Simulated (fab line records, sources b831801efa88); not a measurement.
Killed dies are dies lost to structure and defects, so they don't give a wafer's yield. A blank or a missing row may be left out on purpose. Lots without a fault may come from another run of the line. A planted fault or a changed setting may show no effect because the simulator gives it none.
Which tool did it? | flow sky130 | 13 lots, 39 wafers sampled, at 3 steps of a route of 708

WHAT THE GAUGES READ, wafer by wafer
SKY_NWELL_OVL_MEAS_10. Usual: NWELL_00_OVL 0.5 nm, standard deviation 1.2.
lot  | measured     | on         | NWELL_00_OVL (nm) | flag
L273 | day 4 12:14  | overlay-02 | 0.1 0.6 0.7       |
L276 | day 5 06:52  | overlay-02 | 0.1 0.4 -0.5      |
L277 | day 5 13:07  | overlay-01 | 0.7 0.6 1.2       |
L279 | day 5 21:42  | overlay-02 | -2.0 -0.3 -0.4    |
L280 | day 6 06:02  | overlay-02 | 1.1 -0.4 -0.7     |
L281 | day 6 15:24  | overlay-02 | -0.7 0.4 1.1      |
L283 | day 6 23:04  | overlay-01 | -1.7 1.9 -0.4     |
L284 | day 7 02:01  | overlay-02 | -2.3 -0.4 0.7     |
L291 | day 8 19:20  | overlay-02 | 1.1 0.8 -0.4      |
L292 | day 9 02:22  | overlay-02 | -0.3 -0.7 0.9     |
L293 | day 9 08:24  | overlay-02 | 2.4 1.5 1.9       |
L294 | day 9 15:54  | overlay-02 | 1.1 1.1 1.0       |
L296 | day 10 05:21 | overlay-02 | 0.0 -2.0 0.6      |

WHICH TOOL RAN EACH LOT (tool, then ch and the chambers of the sampled wafers, then the start)
lot  | SKY_FIELD_ISO_WET_ETCH_18      | SKY_FIELD_ISO_CMP_27
L273 | wet_bench-01 ch 0, day 2 06:15 | cmp-02 ch 1,2, day 2 09:40
L276 | wet_bench-02 ch 1, day 2 21:09 | cmp-02 ch 0,3, day 3 01:31
L277 | wet_bench-01 ch 1, day 3 01:24 | cmp-01 ch 0,1,3, day 3 06:48
L279 | wet_bench-03 ch 2, day 3 11:56 | cmp-02 ch 1,2,3, day 3 15:26
L280 | wet_bench-02 ch 2, day 3 17:39 | cmp-01 ch 0,1, day 3 20:53
L281 | wet_bench-02 ch 2, day 3 22:14 | cmp-01 ch 1,2,3, day 4 03:57
L283 | wet_bench-02 ch 2, day 4 08:15 | cmp-01 ch 1,2, day 4 12:31
L284 | wet_bench-01 ch 0, day 4 12:46 | cmp-01 ch 0,2,3, day 4 16:10
L291 | wet_bench-01 ch 3, day 6 02:01 | cmp-02 ch 0,2,3, day 6 05:09
L292 | wet_bench-01 ch 0, day 6 07:06 | cmp-02 ch 0,2,3, day 6 11:20
L293 | wet_bench-01 ch 2, day 6 12:28 | cmp-02 ch 0,2, day 6 17:16
L294 | wet_bench-02 ch 3, day 6 18:47 | cmp-02 ch 1,3, day 6 23:08
L296 | wet_bench-03 ch 2, day 7 07:00 | cmp-02 ch 0,1, day 7 10:56
- SKY_FIELD_ISO_WET_ETCH_18: etches Si3N4 in H3PO4, target depth 25 nm, time 286 s.
- SKY_FIELD_ISO_CMP_27: polishes, stops on Si3N4, t overpolish 16 s, target thk 457.8 nm.

WHAT THE TOOLS THEMSELVES READ (means of the sampled wafers that have a number; where no wafer has one, the mark that the record gives instead)
SKY_FIELD_ISO_WET_ETCH_18. Usual: run_length_s 313 s, standard deviation 3.
lot  | tool         | run_length_s (s) | flag
L273 | wet_bench-01 | 311              |
L276 | wet_bench-02 | 320              |
L277 | wet_bench-01 | 320              |
L279 | wet_bench-03 | 313              |
L280 | wet_bench-02 | 312              |
L281 | wet_bench-02 | 312              |
L283 | wet_bench-02 | 319              |
L284 | wet_bench-01 | 312              |
L291 | wet_bench-01 | 668              | OFF
L292 | wet_bench-01 | 311              |
L293 | wet_bench-01 | 314              |
L294 | wet_bench-02 | 319              |
L296 | wet_bench-03 | 312              |

SKY_FIELD_ISO_CMP_27. Usual: motor_current_A 12.1 A, standard deviation 0.81.
lot  | tool   | motor_current_A (A) | flag
L273 | cmp-02 | 11.6                |
L276 | cmp-02 | 12.4                |
L277 | cmp-01 | 12.4                |
L279 | cmp-02 | 11.3                |
L280 | cmp-01 | 12.1                |
L281 | cmp-01 | 12.5                |
L283 | cmp-01 | 12.8                |
L284 | cmp-01 | 12.3                |
L291 | cmp-02 | 11.8                |
L292 | cmp-02 | 11.2                |
L293 | cmp-02 | 11.2                |
L294 | cmp-02 | 11.5                |
L296 | cmp-02 | 12.9                |

THE ANSWER, worked out from the rows above alone
Rule: a lot is off if the mean of its wafers that have a number lies more than 3 standard deviations from the usual mean. A lot without any number at a reading at which 4 lots or more have one is off too. The other lots that the step has rows for count as sound. The gauges are gone through in route order, then the tools' own readings, and for those a lot's mean is taken as printed above. The first step at which some lot is off is used, and at that step the reading that is off furthest; a lot without a number counts as furthest.
Off: L291, at SKY_FIELD_ISO_WET_ETCH_18 (run_length_s).
A tool fits if, at that step or a process step before it, it ran every lot that is off, and no sound lot after the first of them. None of those tried fits.

WHAT THE SIMULATOR HAD PUT IN
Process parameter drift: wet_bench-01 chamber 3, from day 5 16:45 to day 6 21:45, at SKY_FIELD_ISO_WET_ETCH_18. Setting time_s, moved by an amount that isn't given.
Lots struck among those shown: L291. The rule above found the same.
